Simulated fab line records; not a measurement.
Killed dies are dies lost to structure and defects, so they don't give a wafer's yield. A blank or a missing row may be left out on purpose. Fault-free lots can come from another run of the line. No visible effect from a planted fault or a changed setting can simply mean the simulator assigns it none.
fab line records + flow sfq-line
record:
- lots: 14
- wafers: 42
- last-day: 92
route steps=325 shown M0@39
lots that met no fault: from a run of the same line without faults
start-h: hours from the record's opening day to when the first of the lot's shown wafers began + wait-h: hours elapsed since this lot's preceding step + " identical to the entry in the row above + L1.1+2: a single row standing in for several wafers + - no value, or no start was given + * or withheld: withheld + < > ~ a bound
route shown NAME@n: names a module that has steps shown in the file, with the first one's number in the route + usual: mean/standard deviation of fault-free wafers + same: alike in all rows + chamber/n: place in a boat + sites: per-site readings + _std_site: standard deviation of those values + _edge_site: the outer-site mean with the inner-site mean subtracted + radius-mm: how far each site lies from the wafer's centre + mask NAME#n: copy n + behind: the most recent tool/chamber to have shaped the wafer + hold: what put the lot on hold/how long, in hours/how the hold closed + device: the n, p or np transistor that did not switch + end of line: the route-end tests of the same wafers + for a step that has no rows: nothing shown but its recipe + killed: not the wafer's yield, but the dies lost to structure and defects at the first sort + map: dies across one wafer; x = killed, . = not, _ = none there
set.NAME: setting as actually run; set.NAME@STEP: the setting as run at that earlier step + model.NAME: the simulator's own value behind a step, which no gauge read
a sample of lots followed through the steps of the route, with each step as a table and each wafer as a row
services: the hour from which a tool's chamber was out of use, counted from the record's first day as start-h (under 0 if before that day), plus the number of hours and why
== steps ==
step: SFQ_TRILAYER_M0_BARC_OPEN_METAL_ETCH_031
recipe:
- mask-material: PR
- chemistry: O2
- target-depth-nm: 125
- target: BARC
- icp-w: 600
- bias-w: 80
- pressure-mtorr: 10
- time-s: 41.7
usual:
- drypump-motor-current-A: 5.51/0.24
- oes-product-au: 0.684/0.005
- run-length-s: 70.2/0.37
| lot.wafer | tool         | chamber | start-h | wait-h | drypump-motor-current-A | oes-product-au | rf-hours-counter-h | run-length-s |
|-----------|--------------|---------|---------|--------|-------------------------|----------------|--------------------|--------------|
| L147.3    | rie-metal-01 | 0       | 252.51  | 0.1    | 5.79                    | 0.682          | -                  | 69.8         |
| L147.5    | "            | 0       | "       | "      | 5.81                    | 0.683          | -                  | 70.2         |
| L147.6    | "            | 0       | "       | "      | 5.82                    | 0.684          | -                  | 69.8         |
| L151.1    | rie-metal-04 | 1       | 285.00  | 0.0    | 5.31                    | 0.688          | 147                | 70.7         |
| L151.4    | "            | 0       | "       | "      | 5.17                    | 0.695          | -                  | 70.0         |
| L151.6    | "            | 0       | "       | "      | 5.18                    | 0.683          | -                  | 69.8         |
| L153.2    | rie-metal-01 | 0       | 322.32  | 0.0    | 5.82                    | 0.685          | 80                 | 69.9         |
| L153.3    | "            | 0       | "       | "      | 5.80                    | 0.690          | -                  | 70.3         |
| L153.6    | "            | 0       | "       | "      | 5.82                    | 0.687          | -                  | 69.8         |
| L154.3    | rie-metal-03 | 1       | 331.94  | 0.0    | 5.33                    | 0.692          | -                  | 70.4         |
| L154.5    | "            | 0       | "       | "      | 5.57                    | 0.689          | -                  | 70.4         |
| L154.6    | "            | 1       | "       | "      | 5.32                    | 0.672          | -                  | 70.9         |
| L155.2    | rie-metal-01 | 0       | 343.92  | 0.0    | 5.82                    | 0.683          | 84                 | 70.0         |
| L155.4    | "            | 1       | "       | "      | 5.70                    | 0.685          | -                  | 70.1         |
| L155.6    | "            | 1       | "       | "      | 5.71                    | 0.689          | -                  | 70.3         |
| L157.1    | rie-metal-01 | 0       | 365.65  | 0.0    | 5.79                    | 0.683          | 86                 | 69.5         |
| L157.2    | "            | 1       | "       | "      | 5.71                    | 0.692          | 17                 | 70.2         |
| L157.4    | "            | 0       | "       | "      | 5.79                    | 0.694          | -                  | 69.7         |
| L158.1    | rie-metal-04 | 0       | 371.65  | 0.0    | 5.18                    | 0.690          | 6                  | 69.9         |
| L158.4    | "            | 1       | "       | "      | 5.30                    | 0.681          | -                  | 70.8         |
| L158.6    | "            | 1       | "       | "      | 5.33                    | 0.689          | -                  | 70.8         |
| L160.4    | rie-metal-03 | 1       | 381.27  | 0.0    | 5.33                    | 0.683          | -                  | 70.1         |
| L160.5    | "            | 0       | "       | "      | 5.59                    | 0.683          | -                  | 69.8         |
| L160.6    | "            | 1       | "       | "      | 5.35                    | 0.679          | -                  | 70.1         |
| L161.2    | rie-metal-01 | 1       | 390.85  | 0.0    | 5.71                    | 0.683          | 19                 | 70.3         |
| L161.5    | "            | 0       | "       | "      | 5.78                    | 0.688          | -                  | 69.6         |
| L161.6    | "            | 1       | "       | "      | 5.71                    | 0.689          | -                  | 70.1         |
| L162.3    | rie-metal-01 | 1       | 399.39  | 0.0    | 5.75                    | 0.683          | -                  | 70.6         |
| L162.4    | "            | 0       | "       | "      | 5.80                    | 0.719          | -                  | 66.7         |
| L162.5    | "            | 0       | "       | "      | 5.82                    | 0.726          | -                  | 66.9         |
| L163.3    | rie-metal-03 | 0       | 412.61  | 0.1    | 5.55                    | 0.673          | -                  | 70.1         |
| L163.4    | "            | 0       | "       | "      | 5.54                    | 0.681          | -                  | 70.1         |
| L163.5    | "            | 0       | "       | "      | 5.57                    | 0.681          | -                  | 70.4         |
| L164.1    | rie-metal-01 | 0       | 417.37  | 0.0    | 5.80                    | 0.723          | 93                 | 67.1         |
| L164.3    | "            | 1       | "       | "      | 5.70                    | 0.680          | -                  | 70.1         |
| L164.6    | "            | 0       | "       | "      | 5.78                    | 0.726          | -                  | 66.6         |
| L165.2    | rie-metal-03 | 1       | 428.30  | 0.0    | 5.30                    | 0.681          | 152                | 70.4         |
| L165.3    | "            | 1       | "       | "      | 5.31                    | 0.685          | -                  | 70.7         |
| L165.5    | "            | 0       | "       | "      | 5.62                    | 0.682          | -                  | 69.8         |
| L170.1    | rie-metal-04 | 1       | 487.63  | 0.0    | 5.31                    | 0.678          | 6                  | 71.0         |
| L170.3    | "            | 1       | "       | "      | 5.30                    | 0.680          | -                  | 71.0         |
| L170.5    | "            | 0       | "       | "      | 5.17                    | 0.687          | -                  | 69.9         |
== services ==
| tool         | chamber | start-h | hours | kind           |
|--------------|---------|---------|-------|----------------|
| rie-metal-01 | 1       | 249.71  | -     | clean          |
| rie-metal-01 | 1       | 249.71  | 14.2  | scheduled-down |
| rie-metal-01 | 1       | 249.71  | 14.2  | vent-cycle     |
| rie-metal-04 | 0       | 289.59  | -     | clean          |
| rie-metal-04 | 0       | 289.59  | 37.9  | scheduled-down |
| rie-metal-04 | 0       | 289.59  | 37.9  | vent-cycle     |
| rie-metal-01 | 0       | 308.17  | 1.3   | repair         |
| rie-metal-03 | 1       | 317.69  | 13.7  | repair         |
| rie-metal-03 | 1       | 406.40  | 17.8  | repair         |
| rie-metal-04 | 1       | 417.87  | -     | clean          |
| rie-metal-04 | 1       | 417.87  | 17.5  | scheduled-down |
| rie-metal-04 | 1       | 417.87  | 17.5  | vent-cycle     |
| rie-metal-04 | -       | 418.60  | 14.6  | pm             |
| rie-metal-01 | -       | 439.11  | 2.8   | pm             |
| rie-metal-03 | 1       | 439.63  | -     | clean          |
| rie-metal-03 | 1       | 439.63  | 19.0  | scheduled-down |
| rie-metal-03 | 1       | 439.63  | 19.0  | vent-cycle     |
== key ==
first-sign:
- step: SFQ_TRILAYER_M0_BARC_OPEN_METAL_ETCH_031
- reading: run-length-s
- direction: down
- sigmas: 9.1
- usual: *
- struck: *
effect:
- step: SFQ_TRILAYER_M0_BARC_OPEN_METAL_ETCH_031
- reading: oes-product-au
- direction: up
- sigmas: 7.8
- usual: 0.684
- struck: 0.723
met-at SFQ_TRILAYER_M0_BARC_OPEN_METAL_ETCH_031
struck-lots L162,L164
struck-wafers L162.4,L162.5,L164.1,L164.6
onset-between 390.85 399.39
fault:
- kind: process-parameter-drift
- tool: rie-metal-01
- chamber: 0
- onset-h: 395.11
- steps: SFQ_TRILAYER_M0_BARC_OPEN_METAL_ETCH_031
- channel: time-s
- offset: *
- shape: step
- end-h: 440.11
- acts-in: *
- stated: *
